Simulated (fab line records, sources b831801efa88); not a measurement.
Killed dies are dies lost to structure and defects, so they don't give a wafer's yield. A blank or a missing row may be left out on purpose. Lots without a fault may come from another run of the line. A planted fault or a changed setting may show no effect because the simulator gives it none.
Chamber matching | flow sfq_line | SFQ_TRILAYER_I1_DEP_PECVD_045 on pecvd-04: 3 sister chambers
The step deposits SiO2 from SiH4/N2O, time 111.11 s, target thk 500 nm. 3 wafers are shown with their chamber, then 6 later ones without.

WAFERS WITH THEIR CHAMBER
wafer  | chamber | throttle_valve_pct (%)
L236.4 | 0       | 24.0
L240.5 | 2       | 25.7
L240.6 | 1       | 25.2

WAFERS WITHOUT THEIR CHAMBER
wafer  | throttle_valve_pct (%)
L246.1 | 24.3
L246.2 | 25.7
L246.3 | 25.8
L247.2 | 25.3
L247.4 | 24.4
L247.5 | 25.5

WHICH CHAMBER EACH WENT THROUGH
wafer  | from the rows above     | in truth
L246.1 | 0                       | 0
L246.2 | 2                       | 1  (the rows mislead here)
L246.3 | 2                       | 2
L247.2 | can't be placed: 1 or 2 | 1
L247.4 | can't be placed: 0 or 1 | 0
L247.5 | can't be placed: 2 or 1 | 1
Placed correctly: 2 of 6. Can't be placed from these rows: 3 (the true chamber is among the candidates in 3). Placed wrongly: 1.
How it was worked out, from the rows above alone: a wafer's distance from a chamber is the root of the sum, over the readings, of the square of ((its reading less the chamber's mean) divided by the reading's scatter). The wafer belongs to the nearest chamber; if the next one is less than 2 further off, it can't be placed. A chamber's mean is the mean of its shown wafers. The scatter: with one shown wafer a chamber, the root of the mean of the squares of how far each hidden wafer lies from its nearest shown one.
